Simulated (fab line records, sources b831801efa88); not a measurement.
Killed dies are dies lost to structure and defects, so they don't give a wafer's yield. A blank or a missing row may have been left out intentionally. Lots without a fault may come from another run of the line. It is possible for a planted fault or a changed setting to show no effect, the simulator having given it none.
Comparing a struck lot with a sound one	flow sky130	17 out of 708 route steps
Sound: the wafers L484.2, L484.3, L484.5. Wafers struck: L491.1, L491.2, L491.5. The cause is given at the end.
At each step with rows: each side's tool, then ch and its chambers, then its first start. Under that, the readings that differ: sound wafers	struck wafers	difference of the means	sigmas: that difference in standard deviations of wafers without a fault.
alike: readings with means less than 2 such deviations apart, plus words and numbers identical on both sides. not compared: withheld readings, readings lacking a value on some wafer, bounds such as >300 that could conceal the same value, and numbers that have no deviation in the record and whose values overlap.
The two part at a step that has a row with sigmas, a row that says differs or no value, or rows on one side only. Non-overlapping numbers with no deviation appear without sigmas and do not part them. A reading that every wafer of one side lacks parts them only if that side has two wafers or more.

SKY_VT_ADJUST_HVTR_OVL_MEAS_08:
  sound on overlay-01 at day 9 12:38; struck on overlay-02 at day 12 08:26
  alike: VT_ADJUST_HVTR_OVL
after that, 1 step had no rows for these wafers: SKY_VT_ADJUST_HVTR_IMPLANT_09.
SKY_VT_ADJUST_HVTR_STRIP_10: strips in O2/N2.
  sound on plasma-asher-01 ch 0,1, day 9 12:49; struck on plasma-asher-01 ch 0,1, day 12 08:37
  alike: drypump-motor-current-A, oes-product-au, strip-time-to-endpoint-s
  not compared: rf-hours-counter-h
SKY_VT_ADJUST_HVTR_TW_MEAS_11:
  sound on film-metro-03 at day 9 12:55; struck on film-metro-03 at day 12 08:43
  alike: VT_ADJUST_HVTR_TW
then, 7 steps without rows for these wafers: SKY_VT_ADJUST_PCH_DEHYDRATE_00 (time 60 s); SKY_VT_ADJUST_PCH_HMDS_01 (prime time 60 s); SKY_VT_ADJUST_PCH_COAT_02 (resist thk 3000 nm); SKY_VT_ADJUST_PCH_SOFTBAKE_03; SKY_VT_ADJUST_PCH_EXPOSE_04 (exposes mask NWM, target cd 840 nm); SKY_VT_ADJUST_PCH_PEB_05; SKY_VT_ADJUST_PCH_DEVELOP_06 (develop time 60 s).
SKY_VT_ADJUST_PCH_OVL_MEAS_07:
  sound on overlay-01 at day 10 10:57; struck on overlay-01 at day 13 08:19
reading	sound	struck	difference	sigmas
VT_ADJUST_PCH_OVL (nm)	0.7 1.1 0.4	-2.8 -3.0 -4.2	-4.1	-3
SKY_VT_ADJUST_PCH_IMPLANT_08:
  sound on implanter-01 ch 0, day 10 11:01; struck on implanter-01 ch 0, day 13 08:21
reading	sound	struck	difference	sigmas
dose-ions-cm2	5.002e+11 4.989e+11 4.995e+11	3.275e+11 3.274e+11 3.268e+11	-1.723e+11	-99 or more
faraday-current-uA	2.87 2.76 2.74	1.87 1.85 1.80	-0.95	-17
SKY_VT_ADJUST_PCH_STRIP_09: strips in O2/N2.
  sound on plasma-asher-02 ch 1, day 10 11:08; struck on plasma-asher-02 ch 0,1, day 13 08:30
  alike: drypump-motor-current-A, oes-product-au, strip-time-to-endpoint-s
  not compared: rf-hours-counter-h
SKY_VT_ADJUST_PCH_TW_MEAS_10:
  sound on film-metro-02 at day 10 11:14; struck on film-metro-02 at day 13 08:36
reading	sound	struck	difference	sigmas
VT_ADJUST_PCH_TW	142.2 142.9 142.3	127.6 127.1 127.9	-14.9	-14
then, 1 step without rows for these wafers: SKY_SONOS_TUNNEL_DEHYDRATE_00 (time 60 s).
-- here the record skips 35 days between the struck wafers' starts before and after, leaving off in module SONOS_TUNNEL and picking up in module PAD_OPEN (first step shown: number 708 of the route) --
SKY_PAD_OPEN_PROBE_99:
  sound on prober-01 at day 46 03:10; struck on prober-01 at day 48 07:31
reading	sound	struck	difference	sigmas
model.etest.pfet-g5v0d10v5.r-on-ohm-um	4741 4699 4712	4765 4909 4820	+114	
model.etest.pfet-g5v0d10v5.drive-ua-um	344.9 341.3 342.6	338.9 330.3 332.8	-8.9	
model.etest.pfet_01v8_lvt.drive-ua-um	175 178.3 176.1	168.6 168.5 170.5	-7.3	
model.etest.pfet-g5v0d10v5.off-log10-a-um	-12.03 -12.14 -12.1	-13.25 -13.54 -13.36	-1.29	
model.etest.pfet_01v8_lvt.off-log10-a-um	-8.55 -8.627 -8.613	-9.478 -9.399 -9.447	-0.845	
model.etest.pfet-g5v0d10v5.vt-sat-v (V)	-0.5799 -0.6059 -0.594	-0.7182 -0.7635 -0.73	-0.1440	
model.etest.pfet_16v.vt-v (V)	-1.077 -1.076 -1.073	-1.173 -1.191 -1.175	-0.104	
model.etest.pfet-g5v0d10v5.vt-v (V)	-0.7847 -0.8102 -0.7964	-0.8944 -0.9368 -0.9078	-0.1159	
  alike: killed_at_M0_to_M3, killed_at_M4_up, killed-at-contacts, killed-at-front-end, killed-at-other, killed-dies, killed-open, killed-short

WHERE THEY PART
Last at SKY_VT_ADJUST_PCH_TW_MEAS_10 as far as this record goes, first at SKY_VT_ADJUST_PCH_OVL_MEAS_07. Later steps at which nothing parts them and some readings are alike: SKY_PAD_OPEN_PROBE_99.

WHY: the cause the simulator had injected
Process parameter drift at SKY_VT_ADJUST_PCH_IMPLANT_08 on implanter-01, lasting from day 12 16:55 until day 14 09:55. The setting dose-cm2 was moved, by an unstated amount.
